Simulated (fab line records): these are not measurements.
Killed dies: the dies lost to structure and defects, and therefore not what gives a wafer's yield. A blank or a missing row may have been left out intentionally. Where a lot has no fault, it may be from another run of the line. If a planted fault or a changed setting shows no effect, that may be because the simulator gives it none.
Which tool did it? :: flow sky130 :: 24 lots with 72 wafers sampled at 6 steps, on a route of 708 steps

## WHAT THE GAUGES READ, wafer by wafer
SKY_METAL2_CD_MEAS_15 targets a cd of 140 nm.
lot: L074
measured: day 35 02:08
on: cd_sem-01
cd_nm (nm): 141.1 140.0 141.8

lot: L075
measured: day 35 16:01
on: cd_sem-01
cd_nm (nm): 141.7 140.4 141.8

lot: L076
measured: day 35 21:34
on: cd_sem-02
cd_nm (nm): 139.4 137.6 138.5

lot: L077
measured: day 36 06:43
on: cd_sem-01
cd_nm (nm): 140.6 141.6 140.3

lot: L078
measured: day 36 15:03
on: cd_sem-02
cd_nm (nm): 141.6 140.0 139.1

lot: L079
measured: day 37 00:10
on: cd_sem-02
cd_nm (nm): 139.1 138.5 140.3

lot: L080
measured: day 37 08:59
on: cd_sem-01
cd_nm (nm): 140.3 139.8 138.9

lot: L081
measured: day 37 16:10
on: cd_sem-01
cd_nm (nm): 138.1 140.3 139.9

lot: L082
measured: day 37 23:35
on: cd_sem-01
cd_nm (nm): 142.7 141.7 142.8

lot: L083
measured: day 38 00:39
on: cd_sem-01
cd_nm (nm): 141.2 139.1 140.6

lot: L084
measured: day 38 15:17
on: cd_sem-02
cd_nm (nm): 141.6 138.6 140.6

lot: L085
measured: day 38 22:20
on: cd_sem-01
cd_nm (nm): 139.1 139.8 139.7

lot: L086
measured: day 39 03:34
on: cd_sem-01
cd_nm (nm): 139.3 140.5 138.3

lot: L087
measured: day 39 07:41
on: cd_sem-02
cd_nm (nm): 139.7 139.2 140.7

lot: L088
measured: day 39 11:40
on: cd_sem-01
cd_nm (nm): 139.4 139.3 139.4

lot: L089
measured: day 39 14:46
on: cd_sem-02
cd_nm (nm): 139.4 139.3 140.7

lot: L090
measured: day 40 07:51
on: cd_sem-01
cd_nm (nm): 140.7 138.3 139.1

lot: L091
measured: day 40 08:38
on: cd_sem-01
cd_nm (nm): 141.0 139.7 140.5

lot: L092
measured: day 40 17:52
on: cd_sem-02
cd_nm (nm): 137.2 136.2 137.9

lot: L093
measured: day 41 00:05
on: cd_sem-01
cd_nm (nm): 139.3 140.2 139.3

lot: L094
measured: day 41 08:59
on: cd_sem-01
cd_nm (nm): 141.5 142.3 141.0

lot: L095
measured: day 41 15:34
on: cd_sem-02
cd_nm (nm): 137.6 136.9 136.8

lot: L096
measured: day 42 04:10
on: cd_sem-01
cd_nm (nm): 139.9 141.0 141.5

lot: L097
measured: day 42 08:16
on: cd_sem-01
cd_nm (nm): 139.2 139.6 137.9

SKY_VIA3_CD_MEAS_12 targets a cd of 200 nm.
lot: L074
measured: day 39 12:56
on: cd_sem-01
cd_nm (nm): 201.5 200.3 202.1

lot: L075
measured: day 40 02:40
on: cd_sem-02
cd_nm (nm): 199.1 201.4 200.9

lot: L076
measured: day 40 10:26
on: cd_sem-01
cd_nm (nm): 198.4 200.5 200.1

lot: L077
measured: day 40 15:16
on: cd_sem-01
cd_nm (nm): 200.0 201.0 200.5

lot: L078
measured: day 41 00:40
on: cd_sem-01
cd_nm (nm): 199.0 198.0 198.4

lot: L079
measured: day 41 09:07
on: cd_sem-02
cd_nm (nm): 198.3 197.6 196.8

lot: L080
measured: day 41 17:22
on: cd_sem-01
cd_nm (nm): 200.4 200.9 200.9

lot: L081
measured: day 42 00:08
on: cd_sem-01
cd_nm (nm): 200.0 200.9 200.0

lot: L082
measured: day 42 05:53
on: cd_sem-02
cd_nm (nm): 202.4 202.5 201.6

lot: L083
measured: day 42 08:02
on: cd_sem-02
cd_nm (nm): 199.7 201.3 200.1

lot: L084
measured: day 42 20:35
on: cd_sem-01
cd_nm (nm): 199.4 198.2 199.1

lot: L085
measured: day 43 04:18
on: cd_sem-02
cd_nm (nm): 198.7 200.1 199.6

lot: L086
measured: day 43 07:13
on: cd_sem-01
cd_nm (nm): 200.2 199.5 200.3

lot: L087
measured: day 43 12:43
on: cd_sem-02
cd_nm (nm): 199.1 200.3 200.0

lot: L088
measured: day 43 16:08
on: cd_sem-02
cd_nm (nm): 198.7 196.7 198.4

lot: L089
measured: day 43 19:13
on: cd_sem-01
cd_nm (nm): 199.5 199.1 199.0

lot: L090
measured: day 44 10:58
on: cd_sem-02
cd_nm (nm): 199.3 200.2 199.7

lot: L091
measured: day 44 11:25
on: cd_sem-02
cd_nm (nm): 201.7 199.1 201.7

lot: L092
measured: day 44 20:16
on: cd_sem-02
cd_nm (nm): 201.6 200.7 200.6

lot: L093
measured: day 45 02:00
on: cd_sem-01
cd_nm (nm): 202.4 202.1 202.5

lot: L094
measured: day 45 09:27
on: cd_sem-02
cd_nm (nm): 198.4 197.9 197.2

lot: L095
measured: day 45 15:58
on: cd_sem-01
cd_nm (nm): 200.9 200.7 201.5

lot: L096
measured: day 46 02:56
on: cd_sem-02
cd_nm (nm): 201.3 200.4 200.7

lot: L097
measured: day 46 06:34
on: cd_sem-02
cd_nm (nm): 199.8 200.1 199.5

## WHAT TOOL EACH LOT RAN ON (gives the tool, then ch and the chambers of the sampled wafers, and finally the start)
lot: L074
SKY_VIA1_CMP_24: cmp-02 ch 2,3, day 33 23:20
SKY_METAL2_STRIP_20: plasma_asher-01 ch 0,1, day 35 02:29
SKY_METAL3_SPUTTER_04: pvd_sputter-02, day 36 06:58
SKY_METAL3_ETCH_16: rie_metal-02 ch 0,1, day 38 10:51

lot: L075
SKY_VIA1_CMP_24: cmp-02 ch 0,2,3, day 34 11:02
SKY_METAL2_STRIP_20: plasma_asher-04 ch 0,1, day 35 16:20
SKY_METAL3_SPUTTER_04: pvd_sputter-03, day 36 21:16
SKY_METAL3_ETCH_16: rie_metal-02 ch 0,1, day 39 00:13

lot: L076
SKY_VIA1_CMP_24: cmp-02 ch 0,3, day 34 19:09
SKY_METAL2_STRIP_20: plasma_asher-04 ch 0,1, day 35 21:53
SKY_METAL3_SPUTTER_04: pvd_sputter-02, day 37 02:01
SKY_METAL3_ETCH_16: rie_metal-02 ch 0,1, day 39 06:42

lot: L077
SKY_VIA1_CMP_24: cmp-02 ch 0,2,3, day 35 04:03
SKY_METAL2_STRIP_20: plasma_asher-04 ch 0,1, day 36 07:04
SKY_METAL3_SPUTTER_04: pvd_sputter-04, day 37 11:26
SKY_METAL3_ETCH_16: rie_metal-04 ch 1, day 39 13:04

lot: L078
SKY_VIA1_CMP_24: cmp-02 ch 2,3, day 35 11:55
SKY_METAL2_STRIP_20: plasma_asher-03 ch 0,1, day 36 15:23
SKY_METAL3_SPUTTER_04: pvd_sputter-02, day 37 19:35
SKY_METAL3_ETCH_16: rie_metal-04 ch 0,1, day 39 23:23

lot: L079
SKY_VIA1_CMP_24: cmp-02 ch 0,2, day 35 22:16
SKY_METAL2_STRIP_20: plasma_asher-01 ch 0,1, day 37 00:30
SKY_METAL3_SPUTTER_04: pvd_sputter-03, day 38 05:15
SKY_METAL3_ETCH_16: rie_metal-04 ch 0,1, day 40 07:40

lot: L080
SKY_VIA1_CMP_24: cmp-01 ch 1,2, day 36 07:56
SKY_METAL2_STRIP_20: plasma_asher-01 ch 0,1, day 37 09:20
SKY_METAL3_SPUTTER_04: pvd_sputter-03, day 38 13:20
SKY_METAL3_ETCH_16: rie_metal-04 ch 1, day 40 15:26

lot: L081
SKY_VIA1_CMP_24: cmp-01 ch 0,1,3, day 36 13:51
SKY_METAL2_STRIP_20: plasma_asher-01 ch 0,1, day 37 16:30
SKY_METAL3_SPUTTER_04: pvd_sputter-02, day 38 20:45
SKY_METAL3_ETCH_16: rie_metal-03 ch 0,1, day 40 23:04

lot: L082
SKY_VIA1_CMP_24: cmp-01 ch 0,1,2, day 36 22:03
SKY_METAL2_STRIP_20: plasma_asher-01 ch 0,1, day 37 23:56
SKY_METAL3_SPUTTER_04: pvd_sputter-04, day 39 04:04
SKY_METAL3_ETCH_16: rie_metal-03 ch 0,1, day 41 04:37

lot: L083
SKY_VIA1_CMP_24: cmp-02 ch 0,1, day 36 22:24
SKY_METAL2_STRIP_20: plasma_asher-03 ch 0,1, day 38 00:59
SKY_METAL3_SPUTTER_04: pvd_sputter-03, day 39 05:29
SKY_METAL3_ETCH_16: rie_metal-04 ch 0, day 41 06:52

lot: L084
SKY_VIA1_CMP_24: cmp-01 ch 0,1,3, day 37 13:14
SKY_METAL2_STRIP_20: plasma_asher-04 ch 0,1, day 38 15:38
SKY_METAL3_SPUTTER_04: pvd_sputter-02, day 39 18:11
SKY_METAL3_ETCH_16: rie_metal-02 ch 0,1, day 41 19:21

lot: L085
SKY_VIA1_CMP_24: cmp-01 ch 1,2,3, day 37 20:25
SKY_METAL2_STRIP_20: plasma_asher-03 ch 0,1, day 38 22:39
SKY_METAL3_SPUTTER_04: pvd_sputter-04, day 40 01:47
SKY_METAL3_ETCH_16: rie_metal-03 ch 1, day 42 02:56

lot: L086
SKY_VIA1_CMP_24: cmp-02 ch 1,2,3, day 38 01:42
SKY_METAL2_STRIP_20: plasma_asher-03 ch 0,1, day 39 03:55
SKY_METAL3_SPUTTER_04: pvd_sputter-02, day 40 06:43
SKY_METAL3_ETCH_16: rie_metal-04 ch 0,1, day 42 06:42

lot: L087
SKY_VIA1_CMP_24: cmp-01 ch 0,2, day 38 06:23
SKY_METAL2_STRIP_20: plasma_asher-01 ch 0,1, day 39 08:00
SKY_METAL3_SPUTTER_04: pvd_sputter-02, day 40 11:46
SKY_METAL3_ETCH_16: rie_metal-04 ch 0, day 42 11:39

lot: L088
SKY_VIA1_CMP_24: cmp-02 ch 1,2, day 38 10:45
SKY_METAL2_STRIP_20: plasma_asher-04 ch 0,1, day 39 12:01
SKY_METAL3_SPUTTER_04: pvd_sputter-04, day 40 15:13
SKY_METAL3_ETCH_16: rie_metal-03 ch 0,1, day 42 16:09

lot: L089
SKY_VIA1_CMP_24: cmp-02 ch 2,3, day 38 13:14
SKY_METAL2_STRIP_20: plasma_asher-01 ch 0,1, day 39 15:05
SKY_METAL3_SPUTTER_04: pvd_sputter-04, day 40 17:54
SKY_METAL3_ETCH_16: rie_metal-03 ch 0,1, day 42 18:39

lot: L090
SKY_VIA1_CMP_24: cmp-02 ch 0,3, day 39 07:20
SKY_METAL2_STRIP_20: plasma_asher-01 ch 0,1, day 40 08:10
SKY_METAL3_SPUTTER_04: pvd_sputter-02, day 41 10:28
SKY_METAL3_ETCH_16: rie_metal-04 ch 0,1, day 43 10:37

lot: L091
SKY_VIA1_CMP_24: cmp-01 ch 0,3, day 39 07:53
SKY_METAL2_STRIP_20: plasma_asher-03 ch 0,1, day 40 08:59
SKY_METAL3_SPUTTER_04: pvd_sputter-03, day 41 11:37
SKY_METAL3_ETCH_16: rie_metal-02 ch 0,1, day 43 11:40

lot: L092
SKY_VIA1_CMP_24: cmp-01 ch 0,1,3, day 39 17:26
SKY_METAL2_STRIP_20: plasma_asher-01 ch 0,1, day 40 18:23
SKY_METAL3_SPUTTER_04: pvd_sputter-03, day 41 21:14
SKY_METAL3_ETCH_16: rie_metal-04 ch 0,1, day 43 20:57

lot: L093
SKY_VIA1_CMP_24: cmp-01 ch 1,2, day 39 23:42
SKY_METAL2_STRIP_20: plasma_asher-03 ch 0,1, day 41 00:24
SKY_METAL3_SPUTTER_04: pvd_sputter-02, day 42 03:28
SKY_METAL3_ETCH_16: rie_metal-03 ch 0,1, day 44 02:43

lot: L094
SKY_VIA1_CMP_24: cmp-02 ch 0,1,3, day 40 08:27
SKY_METAL2_STRIP_20: plasma_asher-03 ch 0,1, day 41 09:19
SKY_METAL3_SPUTTER_04: pvd_sputter-04, day 42 12:25
SKY_METAL3_ETCH_16: rie_metal-04 ch 0,1, day 44 10:59

lot: L095
SKY_VIA1_CMP_24: cmp-02 ch 0,2, day 40 15:07
SKY_METAL2_STRIP_20: plasma_asher-01 ch 0,1, day 41 15:54
SKY_METAL3_SPUTTER_04: pvd_sputter-03, day 42 18:16
SKY_METAL3_ETCH_16: rie_metal-02 ch 0,1, day 44 16:28

lot: L096
SKY_VIA1_CMP_24: cmp-02 ch 0,2,3, day 41 04:20
SKY_METAL2_STRIP_20: plasma_asher-03 ch 0,1, day 42 04:30
SKY_METAL3_SPUTTER_04: pvd_sputter-03, day 43 06:51
SKY_METAL3_ETCH_16: rie_metal-03 ch 0,1, day 45 04:16

lot: L097
SKY_VIA1_CMP_24: cmp-02 ch 2,3, day 41 08:10
SKY_METAL2_STRIP_20: plasma_asher-01 ch 0,1, day 42 08:35
SKY_METAL3_SPUTTER_04: pvd_sputter-04, day 43 10:40
SKY_METAL3_ETCH_16: rie_metal-03 ch 0,1, day 45 07:49
- SKY_VIA1_CMP_24: polishes, stops on SiO2, t overpolish 15 s, target thk 0 nm.
- SKY_METAL2_STRIP_20: strips in O2/N2.
- SKY_METAL3_SPUTTER_04: material TiN, target thk 70 nm, time 58.3 s.
- SKY_METAL3_ETCH_16: etches BARC in N2/H2, stops on SiO2, time 88.2 s, target depth 60 nm.

## AS READ BY THE TOOLS THEMSELVES (means over the sampled wafers that have a number; for cases with no such wafer, the mark the record gives instead)
SKY_VIA1_CMP_24.
lot: L074
tool: cmp-02
motor_current_A (A): 12.0
overpolish_run_s (s): 14.992
time_to_endpoint_s (s): 67

lot: L075
tool: cmp-02
motor_current_A (A): 11.0
overpolish_run_s (s): 15.005
time_to_endpoint_s (s): 66

lot: L076
tool: cmp-02
motor_current_A (A): 9.5
overpolish_run_s (s): 15.002
time_to_endpoint_s (s): 66

lot: L077
tool: cmp-02
motor_current_A (A): 10.7
overpolish_run_s (s): 15.003
time_to_endpoint_s (s): 63

lot: L078
tool: cmp-02
motor_current_A (A): 11.8
overpolish_run_s (s): 15.006
time_to_endpoint_s (s): 64

lot: L079
tool: cmp-02
motor_current_A (A): 11.1
overpolish_run_s (s): 15.006
time_to_endpoint_s (s): 69

lot: L080
tool: cmp-01
motor_current_A (A): 11.2
overpolish_run_s (s): 15.010
time_to_endpoint_s (s): 65

lot: L081
tool: cmp-01
motor_current_A (A): 10.4
overpolish_run_s (s): 15.002
time_to_endpoint_s (s): 64

lot: L082
tool: cmp-01
motor_current_A (A): 10.9
overpolish_run_s (s): 14.993
time_to_endpoint_s (s): 64

lot: L083
tool: cmp-02
motor_current_A (A): 9.6
overpolish_run_s (s): 15.003
time_to_endpoint_s (s): 67

lot: L084
tool: cmp-01
motor_current_A (A): 10.6
overpolish_run_s (s): 15.004
time_to_endpoint_s (s): 62

lot: L085
tool: cmp-01
motor_current_A (A): 11.0
overpolish_run_s (s): 15.000
time_to_endpoint_s (s): 62

lot: L086
tool: cmp-02
motor_current_A (A): 11.7
overpolish_run_s (s): 14.998
time_to_endpoint_s (s): 65

lot: L087
tool: cmp-01
motor_current_A (A): 10.6
overpolish_run_s (s): 15.001
time_to_endpoint_s (s): 63

lot: L088
tool: cmp-02
motor_current_A (A): 11.7
overpolish_run_s (s): 14.998
time_to_endpoint_s (s): 62

lot: L089
tool: cmp-02
motor_current_A (A): 12.0
overpolish_run_s (s): 14.998
time_to_endpoint_s (s): 61

lot: L090
tool: cmp-02
motor_current_A (A): 10.5
overpolish_run_s (s): 15.010
time_to_endpoint_s (s): 58

lot: L091
tool: cmp-01
motor_current_A (A): 9.9
overpolish_run_s (s): 14.996
time_to_endpoint_s (s): 63

lot: L092
tool: cmp-01
motor_current_A (A): 10.6
overpolish_run_s (s): 15.005
time_to_endpoint_s (s): 59

lot: L093
tool: cmp-01
motor_current_A (A): 11.5
overpolish_run_s (s): 15.000
time_to_endpoint_s (s): 62

lot: L094
tool: cmp-02
motor_current_A (A): 10.6
overpolish_run_s (s): 15.000
time_to_endpoint_s (s): 64

lot: L095
tool: cmp-02
motor_current_A (A): 11.1
overpolish_run_s (s): 14.994
time_to_endpoint_s (s): 69

lot: L096
tool: cmp-02
motor_current_A (A): 10.7
overpolish_run_s (s): 14.986
time_to_endpoint_s (s): 64

lot: L097
tool: cmp-02
motor_current_A (A): 12.0
overpolish_run_s (s): 14.996
time_to_endpoint_s (s): 61

SKY_METAL2_STRIP_20.
lot: L074
tool: plasma_asher-01
drypump_motor_current_A (A): 6.1
n2_flow_sccm (sccm): 300.0
oes_product_au (a.u.): 0.344
strip_time_to_endpoint_s (s): 2.77

lot: L075
tool: plasma_asher-04
drypump_motor_current_A (A): 5.8
n2_flow_sccm (sccm): 300.0
oes_product_au (a.u.): 0.342
strip_time_to_endpoint_s (s): 2.71

lot: L076
tool: plasma_asher-04
drypump_motor_current_A (A): 5.3
n2_flow_sccm (sccm): 301.4
oes_product_au (a.u.): 0.346
strip_time_to_endpoint_s (s): 2.70

lot: L077
tool: plasma_asher-04
drypump_motor_current_A (A): 5.2
n2_flow_sccm (sccm): 299.2
oes_product_au (a.u.): 0.341
strip_time_to_endpoint_s (s): 2.75

lot: L078
tool: plasma_asher-03
drypump_motor_current_A (A): 6.6
n2_flow_sccm (sccm): 300.3
oes_product_au (a.u.): 0.338
strip_time_to_endpoint_s (s): 2.64

lot: L079
tool: plasma_asher-01
drypump_motor_current_A (A): 6.4
n2_flow_sccm (sccm): 300.0
oes_product_au (a.u.): 0.343
strip_time_to_endpoint_s (s): 2.71

lot: L080
tool: plasma_asher-01
drypump_motor_current_A (A): 6.4
n2_flow_sccm (sccm): 299.4
oes_product_au (a.u.): 0.336
strip_time_to_endpoint_s (s): 2.63

lot: L081
tool: plasma_asher-01
drypump_motor_current_A (A): 6.1
n2_flow_sccm (sccm): 300.3
oes_product_au (a.u.): 0.342
strip_time_to_endpoint_s (s): 2.72

lot: L082
tool: plasma_asher-01
drypump_motor_current_A (A): 6.1
n2_flow_sccm (sccm): 300.4
oes_product_au (a.u.): 0.344
strip_time_to_endpoint_s (s): 2.72

lot: L083
tool: plasma_asher-03
drypump_motor_current_A (A): 6.6
n2_flow_sccm (sccm): 299.9
oes_product_au (a.u.): 0.344
strip_time_to_endpoint_s (s): 2.65

lot: L084
tool: plasma_asher-04
drypump_motor_current_A (A): 5.3
n2_flow_sccm (sccm): 299.5
oes_product_au (a.u.): 0.342
strip_time_to_endpoint_s (s): 2.70

lot: L085
tool: plasma_asher-03
drypump_motor_current_A (A): 6.6
n2_flow_sccm (sccm): 299.8
oes_product_au (a.u.): 0.339
strip_time_to_endpoint_s (s): 2.68

lot: L086
tool: plasma_asher-03
drypump_motor_current_A (A): 6.6
n2_flow_sccm (sccm): 301.1
oes_product_au (a.u.): 0.339
strip_time_to_endpoint_s (s): 2.69

lot: L087
tool: plasma_asher-01
drypump_motor_current_A (A): 6.4
n2_flow_sccm (sccm): 300.5
oes_product_au (a.u.): 0.344
strip_time_to_endpoint_s (s): 2.66

lot: L088
tool: plasma_asher-04
drypump_motor_current_A (A): 5.3
n2_flow_sccm (sccm): 299.8
oes_product_au (a.u.): 0.346
strip_time_to_endpoint_s (s): 2.69

lot: L089
tool: plasma_asher-01
drypump_motor_current_A (A): 6.4
n2_flow_sccm (sccm): 300.4
oes_product_au (a.u.): 0.346
strip_time_to_endpoint_s (s): 2.76

lot: L090
tool: plasma_asher-01
drypump_motor_current_A (A): 6.1
n2_flow_sccm (sccm): 299.5
oes_product_au (a.u.): 0.341
strip_time_to_endpoint_s (s): 2.71

lot: L091
tool: plasma_asher-03
drypump_motor_current_A (A): 6.6
n2_flow_sccm (sccm): 299.5
oes_product_au (a.u.): 0.345
strip_time_to_endpoint_s (s): 2.73

lot: L092
tool: plasma_asher-01
drypump_motor_current_A (A): 6.2
n2_flow_sccm (sccm): 299.5
oes_product_au (a.u.): 0.343
strip_time_to_endpoint_s (s): 2.72

lot: L093
tool: plasma_asher-03
drypump_motor_current_A (A): 6.6
n2_flow_sccm (sccm): 299.5
oes_product_au (a.u.): 0.345
strip_time_to_endpoint_s (s): 2.73

lot: L094
tool: plasma_asher-03
drypump_motor_current_A (A): 6.6
n2_flow_sccm (sccm): 299.5
oes_product_au (a.u.): 0.341
strip_time_to_endpoint_s (s): 2.71

lot: L095
tool: plasma_asher-01
drypump_motor_current_A (A): 6.4
n2_flow_sccm (sccm): 300.4
oes_product_au (a.u.): 0.344
strip_time_to_endpoint_s (s): 2.64

lot: L096
tool: plasma_asher-03
drypump_motor_current_A (A): 6.6
n2_flow_sccm (sccm): 300.0
oes_product_au (a.u.): 0.345
strip_time_to_endpoint_s (s): 2.76

lot: L097
tool: plasma_asher-01
drypump_motor_current_A (A): 6.4
n2_flow_sccm (sccm): 300.7
oes_product_au (a.u.): 0.341
strip_time_to_endpoint_s (s): 2.65

SKY_METAL3_SPUTTER_04.
lot: L074
tool: pvd_sputter-02
throttle_valve_pct (%): 29.0

lot: L075
tool: pvd_sputter-03
throttle_valve_pct (%): 31.1

lot: L076
tool: pvd_sputter-02
throttle_valve_pct (%): 29.5

lot: L077
tool: pvd_sputter-04
throttle_valve_pct (%): 27.9

lot: L078
tool: pvd_sputter-02
throttle_valve_pct (%): 29.9

lot: L079
tool: pvd_sputter-03
throttle_valve_pct (%): 30.4

lot: L080
tool: pvd_sputter-03
throttle_valve_pct (%): 30.4

lot: L081
tool: pvd_sputter-02
throttle_valve_pct (%): 30.0

lot: L082
tool: pvd_sputter-04
throttle_valve_pct (%): 29.0

lot: L083
tool: pvd_sputter-03
throttle_valve_pct (%): 31.5

lot: L084
tool: pvd_sputter-02
throttle_valve_pct (%): 29.1

lot: L085
tool: pvd_sputter-04
throttle_valve_pct (%): 28.6

lot: L086
tool: pvd_sputter-02
throttle_valve_pct (%): 29.5

lot: L087
tool: pvd_sputter-02
throttle_valve_pct (%): 28.9

lot: L088
tool: pvd_sputter-04
throttle_valve_pct (%): 29.1

lot: L089
tool: pvd_sputter-04
throttle_valve_pct (%): 29.0

lot: L090
tool: pvd_sputter-02
throttle_valve_pct (%): 30.5

lot: L091
tool: pvd_sputter-03
throttle_valve_pct (%): 31.1

lot: L092
tool: pvd_sputter-03
throttle_valve_pct (%): 30.2

lot: L093
tool: pvd_sputter-02
throttle_valve_pct (%): 29.8

lot: L094
tool: pvd_sputter-04
throttle_valve_pct (%): 28.6

lot: L095
tool: pvd_sputter-03
throttle_valve_pct (%): 31.1

lot: L096
tool: pvd_sputter-03
throttle_valve_pct (%): 30.5

lot: L097
tool: pvd_sputter-04
throttle_valve_pct (%): 29.3

SKY_METAL3_ETCH_16.
lot: L074
tool: rie_metal-02
drypump_motor_current_A (A): 5.8
n2_flow_sccm (sccm): 99.7
oes_product_au (a.u.): 0.623
throttle_valve_pct (%): 13.206

lot: L075
tool: rie_metal-02
drypump_motor_current_A (A): 5.7
n2_flow_sccm (sccm): 100.1
oes_product_au (a.u.): 0.627
throttle_valve_pct (%): 13.208

lot: L076
tool: rie_metal-02
drypump_motor_current_A (A): 5.7
n2_flow_sccm (sccm): 100.2
oes_product_au (a.u.): 0.629
throttle_valve_pct (%): 13.208

lot: L077
tool: rie_metal-04
drypump_motor_current_A (A): 5.5
n2_flow_sccm (sccm): 100.1
oes_product_au (a.u.): 0.625
throttle_valve_pct (%): 13.203

lot: L078
tool: rie_metal-04
drypump_motor_current_A (A): 5.9
n2_flow_sccm (sccm): 100.4
oes_product_au (a.u.): 0.628
throttle_valve_pct (%): 13.200

lot: L079
tool: rie_metal-04
drypump_motor_current_A (A): 6.0
n2_flow_sccm (sccm): 99.7
oes_product_au (a.u.): 0.623
throttle_valve_pct (%): 13.205

lot: L080
tool: rie_metal-04
drypump_motor_current_A (A): 5.5
n2_flow_sccm (sccm): 100.0
oes_product_au (a.u.): 0.626
throttle_valve_pct (%): 13.208

lot: L081
tool: rie_metal-03
drypump_motor_current_A (A): 6.3
n2_flow_sccm (sccm): 100.2
oes_product_au (a.u.): 0.627
throttle_valve_pct (%): 13.213

lot: L082
tool: rie_metal-03
drypump_motor_current_A (A): 6.2
n2_flow_sccm (sccm): 99.5
oes_product_au (a.u.): 0.625
throttle_valve_pct (%): 13.198

lot: L083
tool: rie_metal-04
drypump_motor_current_A (A): 6.1
n2_flow_sccm (sccm): 100.2
oes_product_au (a.u.): 0.629
throttle_valve_pct (%): 13.197

lot: L084
tool: rie_metal-02
drypump_motor_current_A (A): 5.5
n2_flow_sccm (sccm): 100.3
oes_product_au (a.u.): 0.620
throttle_valve_pct (%): 13.201

lot: L085
tool: rie_metal-03
drypump_motor_current_A (A): 6.2
n2_flow_sccm (sccm): 99.7
oes_product_au (a.u.): 0.623
throttle_valve_pct (%): 13.202

lot: L086
tool: rie_metal-04
drypump_motor_current_A (A): 6.0
n2_flow_sccm (sccm): 100.1
oes_product_au (a.u.): 0.625
throttle_valve_pct (%): 13.215

lot: L087
tool: rie_metal-04
drypump_motor_current_A (A): 6.2
n2_flow_sccm (sccm): 100.2
oes_product_au (a.u.): 0.631
throttle_valve_pct (%): 13.203

lot: L088
tool: rie_metal-03
drypump_motor_current_A (A): 6.3
n2_flow_sccm (sccm): 100.1
oes_product_au (a.u.): 0.626
throttle_valve_pct (%): 13.196

lot: L089
tool: rie_metal-03
drypump_motor_current_A (A): 6.3
n2_flow_sccm (sccm): 100.4
oes_product_au (a.u.): 0.624
throttle_valve_pct (%): 13.198

lot: L090
tool: rie_metal-04
drypump_motor_current_A (A): 6.0
n2_flow_sccm (sccm): 99.7
oes_product_au (a.u.): 0.631
throttle_valve_pct (%): 13.207

lot: L091
tool: rie_metal-02
drypump_motor_current_A (A): 5.6
n2_flow_sccm (sccm): 100.1
oes_product_au (a.u.): 0.624
throttle_valve_pct (%): 13.217

lot: L092
tool: rie_metal-04
drypump_motor_current_A (A): 6.0
n2_flow_sccm (sccm): 100.0
oes_product_au (a.u.): 0.621
throttle_valve_pct (%): 13.207

lot: L093
tool: rie_metal-03
drypump_motor_current_A (A): 6.3
n2_flow_sccm (sccm): 99.7
oes_product_au (a.u.): 0.625
throttle_valve_pct (%): 13.208

lot: L094
tool: rie_metal-04
drypump_motor_current_A (A): 5.7
n2_flow_sccm (sccm): 100.1
oes_product_au (a.u.): 0.632
throttle_valve_pct (%): 13.201

lot: L095
tool: rie_metal-02
drypump_motor_current_A (A): 5.5
n2_flow_sccm (sccm): 100.1
oes_product_au (a.u.): 0.624
throttle_valve_pct (%): 13.204

lot: L096
tool: rie_metal-03
drypump_motor_current_A (A): 6.3
n2_flow_sccm (sccm): 99.9
oes_product_au (a.u.): 0.623
throttle_valve_pct (%): 13.201

lot: L097
tool: rie_metal-03
drypump_motor_current_A (A): 6.3
n2_flow_sccm (sccm): 99.7
oes_product_au (a.u.): 0.627
throttle_valve_pct (%): 13.208

## THE ANSWER, worked out from the rows above alone
Rule: usual is defined by the lots themselves. The widest of any qualifying gaps counts: lots, ordered by their means at a reading, are off when they make up no more than a third of the lots, leave a main group of 4 or more, and stand apart from it by 3 or more times the standard deviation of that group's means. A main group whose means are all the same, to the digits that the tables above print for the reading, isn't used. A lot without any number at a reading at which 4 lots or more have one is off too. All remaining lots with rows at the step are treated as sound. Order of review: gauges by route order, followed by the tools' own readings, for which a lot's mean as printed above is used. The first step at which some lot is off is used, and at that step the reading that is off furthest; a lot without a number counts as furthest.
Across all readings shown, no lot is off: no conclusion can be drawn from this.

## WHAT WAS PUT IN BY THE SIMULATOR
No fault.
